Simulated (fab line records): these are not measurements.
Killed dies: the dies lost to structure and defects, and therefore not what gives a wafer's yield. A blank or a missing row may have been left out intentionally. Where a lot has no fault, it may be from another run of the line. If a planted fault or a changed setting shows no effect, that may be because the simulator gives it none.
fab line records / flow sfq-line
[record] lots = 6 wafers = 17 last-day = 76
route steps=325 shown M5@202 A5B@209 R5@212
lots that met no fault: taken from a fault-free run of the same line
start-h: the number of hours between the record's first day and the start of the first shown wafer of the lot / wait-h: time in hours since the lot's previous step / " identical to the entry in the row above / L1.1+2: several wafers, shown together as one row / - either no value or no given start / * or withheld: withheld / < > ~ a bound
route shown NAME@n: a module of which the file shows steps, and the number in the route of the first / usual: mean and standard deviation over wafers with no fault / same: alike in all rows / chamber/n: place in a boat / sites: per-site readings / _std_site: how widely they spread, as a standard deviation / _edge_site: mean of outer sites minus mean of inner sites / radius-mm: how far each site lies from the wafer's centre / mask NAME#n: copy n / behind: the tool/chamber that last shaped the wafer / hold: why the lot went on hold/how many hours it stayed there/how the hold came to an end / device: the n, p or np transistor that did not switch / end of line: the same wafers' tests at the end of the route / a step with no rows: only its recipe / killed: at the first sort, the dies lost to defects and structure; wafer yield is something else / map: shows each die of a wafer: x if killed, . if not, _ if none is there
set.NAME: the setting that was run; set.NAME@STEP: the one run at that earlier step / model.NAME: the simulator's own value behind a step, which no gauge read
lots at some steps of the route; a table a step, a row a wafer
services: when a tool's chamber went out of use (start-h, in hours from the record's first day, below 0 if earlier), for how many hours, and the reason
[[steps]]
[step SFQ_TRILAYER_M5_LITHO_PEB_126]
[recipe] peb-temp-c = 115 peb-time-s = 60 resist = KrF
[step SFQ_TRILAYER_M5_LITHO_DEVELOP_125]
[recipe] time-s = 60 resist = KrF
[step SFQ_M5_OVL_MEAS_932]
[usual] M5_OVL = -4/5.9
lot.wafer=L113.1 tool=overlay-01 chamber=- start-h=1083.35 wait-h=0.1 M5_OVL[nm]=-6
lot.wafer=L113.4 tool=overlay-01 chamber=- start-h=1083.35 wait-h=0.1 M5_OVL[nm]=-1
lot.wafer=L113.6 tool=overlay-01 chamber=- start-h=1083.35 wait-h=0.1 M5_OVL[nm]=0
lot.wafer=L116.3 tool=overlay-02 chamber=- start-h=1096.11 wait-h=0.1 M5_OVL[nm]=-5
lot.wafer=L116.4 tool=overlay-02 chamber=- start-h=1096.11 wait-h=0.1 M5_OVL[nm]=-5
lot.wafer=L116.5 tool=overlay-02 chamber=- start-h=1096.11 wait-h=0.1 M5_OVL[nm]=-4
lot.wafer=L122.5 tool=overlay-02 chamber=- start-h=1131.92 wait-h=0.0 M5_OVL[nm]=-6
lot.wafer=L122.6 tool=overlay-02 chamber=- start-h=1131.92 wait-h=0.0 M5_OVL[nm]=1
lot.wafer=L124.3 tool=overlay-02 chamber=- start-h=1151.21 wait-h=0.1 M5_OVL[nm]=-8
lot.wafer=L124.4 tool=overlay-02 chamber=- start-h=1151.21 wait-h=0.1 M5_OVL[nm]=-13
lot.wafer=L124.5 tool=overlay-02 chamber=- start-h=1151.21 wait-h=0.1 M5_OVL[nm]=-6
lot.wafer=L131.4 tool=overlay-02 chamber=- start-h=1202.81 wait-h=0.1 M5_OVL[nm]=-1
lot.wafer=L131.5 tool=overlay-02 chamber=- start-h=1202.81 wait-h=0.1 M5_OVL[nm]=-2
lot.wafer=L131.6 tool=overlay-02 chamber=- start-h=1202.81 wait-h=0.1 M5_OVL[nm]=-4
lot.wafer=L133.1 tool=overlay-02 chamber=- start-h=1212.40 wait-h=0.1 M5_OVL[nm]=-9
lot.wafer=L133.4 tool=overlay-02 chamber=- start-h=1212.40 wait-h=0.1 M5_OVL[nm]=-4
lot.wafer=L133.6 tool=overlay-02 chamber=- start-h=1212.40 wait-h=0.1 M5_OVL[nm]=-5
[step SFQ_TRILAYER_M5_BARC_OPEN_METAL_ETCH_161]
[recipe] mask-material = PR chemistry = O2 target-depth-nm = 125 target = BARC icp-w = 600 bias-w = 80 pressure-mtorr = 10 time-s = 41.7
[usual] drypump-motor-current-A = 5.4/0.41 oes-product-au = 0.686/0.0049
lot.wafer=L113.1 tool=rie-metal-01 chamber=0 start-h=1083.38 wait-h=0.0 drypump-motor-current-A=5.0 oes-product-au=0.694 rf-hours-counter-h=12
lot.wafer=L113.4 tool=rie-metal-01 chamber=0 start-h=1083.38 wait-h=0.0 drypump-motor-current-A=5.0 oes-product-au=0.680 rf-hours-counter-h=-
lot.wafer=L113.6 tool=rie-metal-01 chamber=0 start-h=1083.38 wait-h=0.0 drypump-motor-current-A=4.9 oes-product-au=0.686 rf-hours-counter-h=-
lot.wafer=L116.3 tool=rie-metal-04 chamber=1 start-h=1096.15 wait-h=0.0 drypump-motor-current-A=5.8 oes-product-au=0.680 rf-hours-counter-h=-
lot.wafer=L116.4 tool=rie-metal-04 chamber=0 start-h=1096.15 wait-h=0.0 drypump-motor-current-A=6.0 oes-product-au=0.690 rf-hours-counter-h=-
lot.wafer=L116.5 tool=rie-metal-04 chamber=0 start-h=1096.15 wait-h=0.0 drypump-motor-current-A=6.0 oes-product-au=0.684 rf-hours-counter-h=-
lot.wafer=L122.5 tool=rie-metal-01 chamber=1 start-h=1131.97 wait-h=0.0 drypump-motor-current-A=5.9 oes-product-au=0.687 rf-hours-counter-h=-
lot.wafer=L122.6 tool=rie-metal-01 chamber=0 start-h=1131.97 wait-h=0.0 drypump-motor-current-A=5.0 oes-product-au=0.682 rf-hours-counter-h=-
lot.wafer=L124.3 tool=rie-metal-01 chamber=1 start-h=1151.25 wait-h=0.0 drypump-motor-current-A=5.9 oes-product-au=0.684 rf-hours-counter-h=-
lot.wafer=L124.4 tool=rie-metal-01 chamber=0 start-h=1151.25 wait-h=0.0 drypump-motor-current-A=5.0 oes-product-au=0.681 rf-hours-counter-h=-
lot.wafer=L124.5 tool=rie-metal-01 chamber=1 start-h=1151.25 wait-h=0.0 drypump-motor-current-A=5.9 oes-product-au=0.681 rf-hours-counter-h=-
lot.wafer=L131.4 tool=rie-metal-03 chamber=0 start-h=1202.85 wait-h=0.0 drypump-motor-current-A=5.1 oes-product-au=0.691 rf-hours-counter-h=-
lot.wafer=L131.5 tool=rie-metal-03 chamber=0 start-h=1202.85 wait-h=0.0 drypump-motor-current-A=5.1 oes-product-au=0.690 rf-hours-counter-h=-
lot.wafer=L131.6 tool=rie-metal-03 chamber=1 start-h=1202.85 wait-h=0.0 drypump-motor-current-A=5.3 oes-product-au=0.695 rf-hours-counter-h=-
lot.wafer=L133.1 tool=rie-metal-03 chamber=0 start-h=1212.43 wait-h=0.0 drypump-motor-current-A=5.1 oes-product-au=0.681 rf-hours-counter-h=125
lot.wafer=L133.4 tool=rie-metal-03 chamber=0 start-h=1212.43 wait-h=0.0 drypump-motor-current-A=5.1 oes-product-au=0.680 rf-hours-counter-h=-
lot.wafer=L133.6 tool=rie-metal-03 chamber=0 start-h=1212.43 wait-h=0.0 drypump-motor-current-A=5.1 oes-product-au=0.680 rf-hours-counter-h=-
[step SFQ_TRILAYER_M5_ETCH_METAL_ETCH_126]
[recipe] target = Nb stop-on = SiO2 mask-material = PR over-etch-frac = 0.15 time-s = 203.2 chemistry = Cl2/BCl3 target-depth-nm = 265 icp-w = 600 bias-w = 80 pressure-mtorr = 10
[usual] drypump-motor-current-A = 5.4/0.41 oes-product-au = 0.726/0.0062
lot.wafer=L113.1 tool=rie-metal-01 chamber=0 start-h=1083.50 wait-h=0.1 drypump-motor-current-A=5.0 oes-product-au=0.723 rf-hours-counter-h=12
lot.wafer=L113.4 tool=rie-metal-01 chamber=0 start-h=1083.50 wait-h=0.1 drypump-motor-current-A=5.0 oes-product-au=0.722 rf-hours-counter-h=-
lot.wafer=L113.6 tool=rie-metal-01 chamber=0 start-h=1083.50 wait-h=0.1 drypump-motor-current-A=5.0 oes-product-au=0.719 rf-hours-counter-h=-
lot.wafer=L116.3 tool=rie-metal-04 chamber=1 start-h=1096.26 wait-h=0.1 drypump-motor-current-A=5.8 oes-product-au=0.718 rf-hours-counter-h=-
lot.wafer=L116.4 tool=rie-metal-04 chamber=0 start-h=1096.26 wait-h=0.1 drypump-motor-current-A=6.0 oes-product-au=0.730 rf-hours-counter-h=-
lot.wafer=L116.5 tool=rie-metal-04 chamber=0 start-h=1096.26 wait-h=0.1 drypump-motor-current-A=6.0 oes-product-au=0.720 rf-hours-counter-h=-
lot.wafer=L122.5 tool=rie-metal-01 chamber=1 start-h=1132.12 wait-h=0.1 drypump-motor-current-A=5.8 oes-product-au=0.725 rf-hours-counter-h=-
lot.wafer=L122.6 tool=rie-metal-01 chamber=0 start-h=1132.12 wait-h=0.1 drypump-motor-current-A=5.0 oes-product-au=0.730 rf-hours-counter-h=-
lot.wafer=L124.3 tool=rie-metal-01 chamber=1 start-h=1151.36 wait-h=0.1 drypump-motor-current-A=5.8 oes-product-au=0.720 rf-hours-counter-h=-
lot.wafer=L124.4 tool=rie-metal-01 chamber=0 start-h=1151.36 wait-h=0.1 drypump-motor-current-A=5.0 oes-product-au=0.728 rf-hours-counter-h=-
lot.wafer=L124.5 tool=rie-metal-01 chamber=1 start-h=1151.36 wait-h=0.1 drypump-motor-current-A=5.8 oes-product-au=0.725 rf-hours-counter-h=-
lot.wafer=L131.4 tool=rie-metal-03 chamber=0 start-h=1202.96 wait-h=0.1 drypump-motor-current-A=5.1 oes-product-au=0.730 rf-hours-counter-h=-
lot.wafer=L131.5 tool=rie-metal-03 chamber=0 start-h=1202.96 wait-h=0.1 drypump-motor-current-A=5.1 oes-product-au=0.724 rf-hours-counter-h=-
lot.wafer=L131.6 tool=rie-metal-03 chamber=1 start-h=1202.96 wait-h=0.1 drypump-motor-current-A=5.3 oes-product-au=0.724 rf-hours-counter-h=-
lot.wafer=L133.1 tool=rie-metal-03 chamber=0 start-h=1212.54 wait-h=0.1 drypump-motor-current-A=5.1 oes-product-au=0.724 rf-hours-counter-h=125
lot.wafer=L133.4 tool=rie-metal-03 chamber=0 start-h=1212.54 wait-h=0.1 drypump-motor-current-A=5.1 oes-product-au=0.724 rf-hours-counter-h=-
lot.wafer=L133.6 tool=rie-metal-03 chamber=0 start-h=1212.54 wait-h=0.1 drypump-motor-current-A=5.1 oes-product-au=0.725 rf-hours-counter-h=-
[step SFQ_TRILAYER_M5_STRIP_STRIP_127]
[recipe] gas = O2 power-w = 200 platen-temp-c = 40 overash-fraction = 0.65 chemistry = O2 pressure-mtorr = 50
[step SFQ_TRILAYER_M5_STRIP_SOLV_CLEAN_128]
[recipe] chemistry = NMP temp-c = 70 time-s = 600
[step SFQ_TRILAYER_A5B_DEP_PECVD_129]
[recipe] material = SiO2 temp-c = 150 time-s = 133.33 pressure-torr = 2.4 rf-w = 183.3 precursor = SiH4/N2O target-thk-nm = 600
[step SFQ_TRILAYER_A5B_CMP_CMP_130]
[recipe] stop-on = Nb down-force-psi = 3 platen-rpm = 60 target-thk-nm = 340.7
[step SFQ_TRILAYER_A5B_METRO_MEASURE_131]
[usual] thk-nm = 339/7.4
lot.wafer=L113.1 tool=film-metro-02 chamber=- start-h=1123.60 wait-h=2.5 thk-nm=331
lot.wafer=L113.4 tool=film-metro-02 chamber=- start-h=1123.60 wait-h=2.5 thk-nm=342
lot.wafer=L113.6 tool=film-metro-02 chamber=- start-h=1123.60 wait-h=2.5 thk-nm=349
lot.wafer=L116.3 tool=film-metro-02 chamber=- start-h=1133.00 wait-h=2.9 thk-nm=324
lot.wafer=L116.4 tool=film-metro-02 chamber=- start-h=1133.00 wait-h=2.9 thk-nm=335
lot.wafer=L116.5 tool=film-metro-02 chamber=- start-h=1133.00 wait-h=2.9 thk-nm=325
lot.wafer=L122.5 tool=film-metro-04 chamber=- start-h=1173.80 wait-h=0.8 thk-nm=341
lot.wafer=L122.6 tool=film-metro-04 chamber=- start-h=1173.80 wait-h=0.8 thk-nm=346
lot.wafer=L124.3 tool=film-metro-04 chamber=- start-h=1193.00 wait-h=1.4 thk-nm=338
lot.wafer=L124.4 tool=film-metro-04 chamber=- start-h=1193.00 wait-h=1.4 thk-nm=347
lot.wafer=L124.5 tool=film-metro-04 chamber=- start-h=1193.00 wait-h=1.4 thk-nm=344
lot.wafer=L131.4 tool=film-metro-03 chamber=- start-h=1237.25 wait-h=1.6 thk-nm=348
lot.wafer=L131.5 tool=film-metro-03 chamber=- start-h=1237.25 wait-h=1.6 thk-nm=348
lot.wafer=L131.6 tool=film-metro-03 chamber=- start-h=1237.25 wait-h=1.6 thk-nm=347
lot.wafer=L133.1 tool=film-metro-03 chamber=- start-h=1243.60 wait-h=1.0 thk-nm=334
lot.wafer=L133.4 tool=film-metro-03 chamber=- start-h=1243.60 wait-h=1.0 thk-nm=334
lot.wafer=L133.6 tool=film-metro-03 chamber=- start-h=1243.60 wait-h=1.0 thk-nm=331
[step SFQ_TRILAYER_R5_DEP_SPUTTER_132]
[recipe] material = Ti base-pressure-pa = 1.33e-06 target-thk-nm = 5 power-w = 2000 time-s = 5 chamber-pressure-pa = 0.4
[usual] throttle-valve-pct = 30.0/1
lot.wafer=L113.1 tool=pvd-sputter-05 chamber=- start-h=1124.80 wait-h=1.0 throttle-valve-pct=28.3
lot.wafer=L113.4 tool=pvd-sputter-05 chamber=- start-h=1124.80 wait-h=1.0 throttle-valve-pct=29.7
lot.wafer=L113.6 tool=pvd-sputter-05 chamber=- start-h=1124.80 wait-h=1.0 throttle-valve-pct=30.8
lot.wafer=L116.3 tool=pvd-sputter-05 chamber=- start-h=1133.80 wait-h=0.6 throttle-valve-pct=29.8
lot.wafer=L116.4 tool=pvd-sputter-05 chamber=- start-h=1133.80 wait-h=0.6 throttle-valve-pct=28.3
lot.wafer=L116.5 tool=pvd-sputter-05 chamber=- start-h=1133.80 wait-h=0.6 throttle-valve-pct=28.4
lot.wafer=L122.5 tool=pvd-sputter-05 chamber=- start-h=1174.21 wait-h=0.2 throttle-valve-pct=31.4
lot.wafer=L122.6 tool=pvd-sputter-05 chamber=- start-h=1174.21 wait-h=0.2 throttle-valve-pct=28.5
lot.wafer=L124.3 tool=pvd-sputter-05 chamber=- start-h=1193.80 wait-h=0.6 throttle-valve-pct=29.8
lot.wafer=L124.4 tool=pvd-sputter-05 chamber=- start-h=1193.80 wait-h=0.6 throttle-valve-pct=30.9
lot.wafer=L124.5 tool=pvd-sputter-05 chamber=- start-h=1193.80 wait-h=0.6 throttle-valve-pct=28.7
lot.wafer=L131.4 tool=pvd-sputter-04 chamber=- start-h=1237.85 wait-h=0.4 throttle-valve-pct=29.1
lot.wafer=L131.5 tool=pvd-sputter-04 chamber=- start-h=1237.85 wait-h=0.4 throttle-valve-pct=29.6
lot.wafer=L131.6 tool=pvd-sputter-04 chamber=- start-h=1237.85 wait-h=0.4 throttle-valve-pct=29.2
lot.wafer=L133.1 tool=pvd-sputter-04 chamber=- start-h=1244.80 wait-h=1.0 throttle-valve-pct=29.4
lot.wafer=L133.4 tool=pvd-sputter-04 chamber=- start-h=1244.80 wait-h=1.0 throttle-valve-pct=29.9
lot.wafer=L133.6 tool=pvd-sputter-04 chamber=- start-h=1244.80 wait-h=1.0 throttle-valve-pct=29.8
[step SFQ_TRILAYER_R5_DEP_SPUTTER_133]
[recipe] material = MoNx base-pressure-pa = 1.33e-06 target-thk-nm = 40 power-w = 1000 time-s = 66.7 chamber-pressure-pa = 0.4
[usual] throttle-valve-pct = 30.0/1
lot.wafer=L113.1 tool=pvd-sputter-05 chamber=- start-h=1124.81 wait-h=0.0 throttle-valve-pct=28.6
lot.wafer=L113.4 tool=pvd-sputter-05 chamber=- start-h=1124.81 wait-h=0.0 throttle-valve-pct=29.6
lot.wafer=L113.6 tool=pvd-sputter-05 chamber=- start-h=1124.81 wait-h=0.0 throttle-valve-pct=31.1
lot.wafer=L116.3 tool=pvd-sputter-05 chamber=- start-h=1133.81 wait-h=0.0 throttle-valve-pct=29.8
lot.wafer=L116.4 tool=pvd-sputter-05 chamber=- start-h=1133.81 wait-h=0.0 throttle-valve-pct=28.1
lot.wafer=L116.5 tool=pvd-sputter-05 chamber=- start-h=1133.81 wait-h=0.0 throttle-valve-pct=28.5
lot.wafer=L122.5 tool=pvd-sputter-05 chamber=- start-h=1174.24 wait-h=0.0 throttle-valve-pct=30.8
lot.wafer=L122.6 tool=pvd-sputter-05 chamber=- start-h=1174.24 wait-h=0.0 throttle-valve-pct=28.5
lot.wafer=L124.3 tool=pvd-sputter-05 chamber=- start-h=1193.81 wait-h=0.0 throttle-valve-pct=29.7
lot.wafer=L124.4 tool=pvd-sputter-05 chamber=- start-h=1193.81 wait-h=0.0 throttle-valve-pct=31.0
lot.wafer=L124.5 tool=pvd-sputter-05 chamber=- start-h=1193.81 wait-h=0.0 throttle-valve-pct=28.4
lot.wafer=L131.4 tool=pvd-sputter-04 chamber=- start-h=1237.87 wait-h=0.0 throttle-valve-pct=29.0
lot.wafer=L131.5 tool=pvd-sputter-04 chamber=- start-h=1237.87 wait-h=0.0 throttle-valve-pct=29.8
lot.wafer=L131.6 tool=pvd-sputter-04 chamber=- start-h=1237.87 wait-h=0.0 throttle-valve-pct=29.3
lot.wafer=L133.1 tool=pvd-sputter-04 chamber=- start-h=1244.81 wait-h=0.0 throttle-valve-pct=29.6
lot.wafer=L133.4 tool=pvd-sputter-04 chamber=- start-h=1244.81 wait-h=0.0 throttle-valve-pct=29.6
lot.wafer=L133.6 tool=pvd-sputter-04 chamber=- start-h=1244.81 wait-h=0.0 throttle-valve-pct=29.6
[step SFQ_TRILAYER_R5_DEP_SPUTTER_134]
[recipe] material = Ti base-pressure-pa = 1.33e-06 target-thk-nm = 5 power-w = 2000 time-s = 5 chamber-pressure-pa = 0.4
[usual] throttle-valve-pct = 30.0/1
lot.wafer=L113.1 tool=pvd-sputter-05 chamber=- start-h=1124.87 wait-h=0.0 throttle-valve-pct=28.4 model.Ti_of_TRILAYER_R5_DEP_SPUTTER_134.thk-nm=5.136
lot.wafer=L113.4 tool=pvd-sputter-05 chamber=- start-h=1124.87 wait-h=0.0 throttle-valve-pct=29.8 model.Ti_of_TRILAYER_R5_DEP_SPUTTER_134.thk-nm=5.255
lot.wafer=L113.6 tool=pvd-sputter-05 chamber=- start-h=1124.87 wait-h=0.0 throttle-valve-pct=31.0 model.Ti_of_TRILAYER_R5_DEP_SPUTTER_134.thk-nm=5.041
lot.wafer=L116.3 tool=pvd-sputter-05 chamber=- start-h=1133.87 wait-h=0.0 throttle-valve-pct=29.7 model.Ti_of_TRILAYER_R5_DEP_SPUTTER_134.thk-nm=5.053
lot.wafer=L116.4 tool=pvd-sputter-05 chamber=- start-h=1133.87 wait-h=0.0 throttle-valve-pct=28.8 model.Ti_of_TRILAYER_R5_DEP_SPUTTER_134.thk-nm=4.935
lot.wafer=L116.5 tool=pvd-sputter-05 chamber=- start-h=1133.87 wait-h=0.0 throttle-valve-pct=28.4 model.Ti_of_TRILAYER_R5_DEP_SPUTTER_134.thk-nm=4.906
lot.wafer=L122.5 tool=pvd-sputter-05 chamber=- start-h=1174.28 wait-h=0.0 throttle-valve-pct=30.8 model.Ti_of_TRILAYER_R5_DEP_SPUTTER_134.thk-nm=1.62
lot.wafer=L122.6 tool=pvd-sputter-05 chamber=- start-h=1174.28 wait-h=0.0 throttle-valve-pct=28.5 model.Ti_of_TRILAYER_R5_DEP_SPUTTER_134.thk-nm=5.03
lot.wafer=L124.3 tool=pvd-sputter-05 chamber=- start-h=1193.87 wait-h=0.0 throttle-valve-pct=29.5 model.Ti_of_TRILAYER_R5_DEP_SPUTTER_134.thk-nm=1.86
lot.wafer=L124.4 tool=pvd-sputter-05 chamber=- start-h=1193.87 wait-h=0.0 throttle-valve-pct=30.9 model.Ti_of_TRILAYER_R5_DEP_SPUTTER_134.thk-nm=4.956
lot.wafer=L124.5 tool=pvd-sputter-05 chamber=- start-h=1193.87 wait-h=0.0 throttle-valve-pct=28.5 model.Ti_of_TRILAYER_R5_DEP_SPUTTER_134.thk-nm=1.844
lot.wafer=L131.4 tool=pvd-sputter-04 chamber=- start-h=1237.92 wait-h=0.0 throttle-valve-pct=29.2 model.Ti_of_TRILAYER_R5_DEP_SPUTTER_134.thk-nm=5.078
lot.wafer=L131.5 tool=pvd-sputter-04 chamber=- start-h=1237.92 wait-h=0.0 throttle-valve-pct=29.9 model.Ti_of_TRILAYER_R5_DEP_SPUTTER_134.thk-nm=4.966
lot.wafer=L131.6 tool=pvd-sputter-04 chamber=- start-h=1237.92 wait-h=0.0 throttle-valve-pct=29.4 model.Ti_of_TRILAYER_R5_DEP_SPUTTER_134.thk-nm=4.826
lot.wafer=L133.1 tool=pvd-sputter-04 chamber=- start-h=1244.87 wait-h=0.0 throttle-valve-pct=29.4 model.Ti_of_TRILAYER_R5_DEP_SPUTTER_134.thk-nm=5.054
lot.wafer=L133.4 tool=pvd-sputter-04 chamber=- start-h=1244.87 wait-h=0.0 throttle-valve-pct=29.7 model.Ti_of_TRILAYER_R5_DEP_SPUTTER_134.thk-nm=5.054
lot.wafer=L133.6 tool=pvd-sputter-04 chamber=- start-h=1244.87 wait-h=0.0 throttle-valve-pct=29.8 model.Ti_of_TRILAYER_R5_DEP_SPUTTER_134.thk-nm=5.045
[step SFQ_R5_RS_MEAS_933]
[recipe] thk-meas-gauge = four-point-probe reads = Ti_of_TRILAYER_R5_DEP_SPUTTER_134+MoNx_of_TRILAYER_R5_DEP_SPUTTER_133+Ti_of_TRILAYER_R5_DEP_SPUTTER_132
[usual] R5_MONX_RS = 7.04/0.09
lot.wafer=L113.1 tool=film-metro-03 chamber=- start-h=1124.89 wait-h=0.0 R5_MONX_RS[ohm/sq]=7.03
lot.wafer=L113.4 tool=film-metro-03 chamber=- start-h=1124.89 wait-h=0.0 R5_MONX_RS[ohm/sq]=6.98
lot.wafer=L113.6 tool=film-metro-03 chamber=- start-h=1124.89 wait-h=0.0 R5_MONX_RS[ohm/sq]=7.10
lot.wafer=L116.3 tool=film-metro-04 chamber=- start-h=1133.93 wait-h=0.0 R5_MONX_RS[ohm/sq]=7.03
lot.wafer=L116.4 tool=film-metro-04 chamber=- start-h=1133.93 wait-h=0.0 R5_MONX_RS[ohm/sq]=7.04
lot.wafer=L116.5 tool=film-metro-04 chamber=- start-h=1133.93 wait-h=0.0 R5_MONX_RS[ohm/sq]=7.07
lot.wafer=L122.5 tool=film-metro-01 chamber=- start-h=1174.37 wait-h=0.1 R5_MONX_RS[ohm/sq]=7.29
lot.wafer=L122.6 tool=film-metro-01 chamber=- start-h=1174.37 wait-h=0.1 R5_MONX_RS[ohm/sq]=7.06
lot.wafer=L124.3 tool=film-metro-03 chamber=- start-h=1193.93 wait-h=0.0 R5_MONX_RS[ohm/sq]=7.16
lot.wafer=L124.4 tool=film-metro-03 chamber=- start-h=1193.93 wait-h=0.0 R5_MONX_RS[ohm/sq]=7.10
lot.wafer=L124.5 tool=film-metro-03 chamber=- start-h=1193.93 wait-h=0.0 R5_MONX_RS[ohm/sq]=7.33
lot.wafer=L131.4 tool=film-metro-01 chamber=- start-h=1238.00 wait-h=0.1 R5_MONX_RS[ohm/sq]=7.02
lot.wafer=L131.5 tool=film-metro-01 chamber=- start-h=1238.00 wait-h=0.1 R5_MONX_RS[ohm/sq]=6.98
lot.wafer=L131.6 tool=film-metro-01 chamber=- start-h=1238.00 wait-h=0.1 R5_MONX_RS[ohm/sq]=6.97
lot.wafer=L133.1 tool=film-metro-03 chamber=- start-h=1244.91 wait-h=0.0 R5_MONX_RS[ohm/sq]=6.96
lot.wafer=L133.4 tool=film-metro-03 chamber=- start-h=1244.91 wait-h=0.0 R5_MONX_RS[ohm/sq]=7.00
lot.wafer=L133.6 tool=film-metro-03 chamber=- start-h=1244.91 wait-h=0.0 R5_MONX_RS[ohm/sq]=7.02
[[services]]
tool=pvd-sputter-05 chamber=- start-h=1066.88 hours=4.9 kind=repair
tool=rie-metal-01 chamber=1 start-h=1080.01 hours=- kind=clean
tool=rie-metal-01 chamber=1 start-h=1080.01 hours=- kind=consumable-replace:focus-ring
tool=rie-metal-01 chamber=1 start-h=1080.01 hours=12.3 kind=scheduled-down
tool=rie-metal-01 chamber=1 start-h=1080.01 hours=12.3 kind=vent-cycle
tool=pvd-sputter-04 chamber=- start-h=1101.36 hours=3.4 kind=repair
tool=film-metro-03 chamber=- start-h=1103.37 hours=0.5 kind=pm
tool=film-metro-02 chamber=- start-h=1108.60 hours=5.4 kind=pm
tool=film-metro-02 chamber=- start-h=1134.06 hours=1.3 kind=pm
tool=film-metro-04 chamber=- start-h=1136.36 hours=0.8 kind=pm
tool=pvd-sputter-04 chamber=- start-h=1156.41 hours=3.6 kind=repair
tool=rie-metal-03 chamber=1 start-h=1162.17 hours=7.6 kind=repair
tool=film-metro-02 chamber=- start-h=1166.80 hours=0.6 kind=pm
tool=rie-metal-03 chamber=0 start-h=1173.82 hours=10.9 kind=repair
tool=film-metro-03 chamber=- start-h=1186.65 hours=0.5 kind=pm
tool=pvd-sputter-05 chamber=3 start-h=1188.28 hours=- kind=consumable-replace:kit
tool=pvd-sputter-05 chamber=3 start-h=1188.28 hours=18.0 kind=scheduled-down
tool=pvd-sputter-05 chamber=3 start-h=1188.28 hours=18.0 kind=vent-cycle
tool=film-metro-04 chamber=- start-h=1241.24 hours=1.1 kind=pm
tool=rie-metal-04 chamber=- start-h=1242.37 hours=0.2 kind=repair
tool=film-metro-04 chamber=- start-h=1242.61 hours=5.1 kind=repair
tool=rie-metal-03 chamber=- start-h=1244.32 hours=2.8 kind=pm
[[key]]
[first-sign] step = SFQ_R5_RS_MEAS_933 reading = R5_MONX_RS direction = up sigmas = 2.5 usual = 7.04 struck = 7.26 wafers-moved = 2
effect none on later readings
[model-effect] step = SFQ_TRILAYER_R5_DEP_SPUTTER_134 value = Ti_of_TRILAYER_R5_DEP_SPUTTER_134.thk-nm without = 5.012 struck = 1.775
met-at SFQ_TRILAYER_R5_DEP_SPUTTER_134
struck-wafers L122.5,L124.3,L124.5
onset-between 1133.87 1174.28
[fault] kind = process-parameter-drift tool = pvd-sputter-05 chamber = - onset-h = 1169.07 steps = SFQ_TRILAYER_R5_DEP_SPUTTER_134 channel = target-thk-nm offset = -3.2368 shape = step end-h = 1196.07 scope = struck-wafers-only acts-in = these-recipes-only stated = 5
